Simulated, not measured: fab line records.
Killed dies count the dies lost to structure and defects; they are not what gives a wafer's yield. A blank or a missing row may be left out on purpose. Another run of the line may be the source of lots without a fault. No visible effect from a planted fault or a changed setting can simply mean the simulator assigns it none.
8D (eight disciplines) problem report, filled in by code || flow gf180mcu || the parts of the form that need people (team, actions taken, sign-off) are left out

1. WHAT WENT WRONG
Wafers free of any fault read 600 nm (standard deviation 5.4) for V4_CVD_00_THK at GF_V4_THK_MEAS_01, against a mean of 473 nm on 3 wafers of 2 lots. That puts it -23 standard deviations away from the usual mean.
First seen on wafer L831.1, day 24 13:09, on filmMetro-03. The record holds 39 wafers of 13 lots with a number at this step. By rule, "out" or "out of limits" means more than 4 standard deviations away from the usual mean. All remaining wafers that have a number are taken as sound.

2. WHAT IT IS; WHAT IT IS NOT
{"question": "which readings at this step", "is": "V4_CVD_00_THK", "is not": "-"}
{"question": "which lots", "is": "L831, L833", "is not": "L829, L830, L841, L842, L843, L844, L846, L847, L848, L849, L850"}
{"question": "which wafers of those lots", "is": "L831.1, L831.5, L833.6", "is not": "L831.3, L833.1, L833.3"}
{"question": "read on which gauges", "is": "filmMetro-03", "is not": "filmMetro-01, filmMetro-02"}
{"question": "when", "is": "from day 24 13:09", "is not": "up to then (7 sound wafers); but 29 sound wafers of L833, L841, L842, L843, L844, L846, L847, L848, L849, L850 came after"}

3. THE SUSPECTS, EACH WITH WHAT RULES IT OUT
Counting: if a tool at a process step up to the reading ran every lot that is out, it stays a suspect. Sound lots after the first of them don't rule it out here, since some wafers of a struck lot are sound.
- the gauge at GF_V4_THK_MEAS_01 is ruled out. All the wafers that are out were read on filmMetro-03, but those of them that GF_V4_CVD_00 has rows for are out there too, on other tools.
- pvdSputter-02 at GF_V2_SPUTTER_22 (material TiN, target thk 10 nm, time 40 s): kept. Every lot that is out went through it, the first being L831 (day 21 12:22); the last sound lot it ran before that was L829 (day 20 12:53).
- hdpcvd-02 at GF_V4_CVD_00 (deposits SiO2, target thk 600 nm, time 100 s): kept. Every lot that is out went through it, the first being L831 (day 24 13:03); the last sound lot it ran before that was L829 (day 23 15:58). Its own readings are out on those wafers: sih4FlowSccm.
- Within hdpcvd-02 at GF_V4_CVD_00: the wafers that are out ran in chamber 1; their sound lot-mates ran in chambers 0, 2.
Remaining after the count are pvdSputter-02 at GF_V2_SPUTTER_22 and hdpcvd-02 at GF_V4_CVD_00.

4. THE CAUSE (what the simulator had put in)
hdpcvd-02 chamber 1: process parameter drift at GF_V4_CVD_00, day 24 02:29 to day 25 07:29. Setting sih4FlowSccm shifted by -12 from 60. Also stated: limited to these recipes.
Counting leaves 2 suspects; this tool is one of them.

5. THE CHAIN OF EFFECTS, in route order
One row per reading whose mean, taken over the struck wafers that have a number, lies over 3 standard deviations from the usual. Only readings for which the record gives a usual standard deviation are gone through. hours: the time from each lot's start at the first step in this table that gives one to its start at this step, as a median over the lots. sigmas: the change in usual standard deviations.
{"hours": 0, "step": "GF_V4_CVD_00", "reading": "sih4FlowSccm", "usual": "60.00 sccm", "on struck wafers": 47.98, "change": -12.02, "sigmas": -75}
{"hours": 0, "step": "GF_V4_THK_MEAS_01", "reading": "V4_CVD_00_THK", "usual": "600 nm", "on struck wafers": 473, "change": -127, "sigmas": -23}
The process steps in it:
- GF_V4_CVD_00: deposits SiO2, target thk 600 nm, time 100 s.

6. WHAT WOULD HAVE CAUGHT IT SOONER
In this record the first reading out of limits at a measuring or inspecting step was taken at day 24 13:09, 11 hours after the fault began at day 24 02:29.
Tool's own readings at GF_V4_CVD_00, sih4FlowSccm: out on all struck wafers the step has rows for; an alarm limit on them would have tripped on the first.
Lots out: 2; of these, L833 started GF_V4_CVD_00 on hdpcvd-02 after day 24 13:09. Had the tool been put on hold then, it would have been spared.
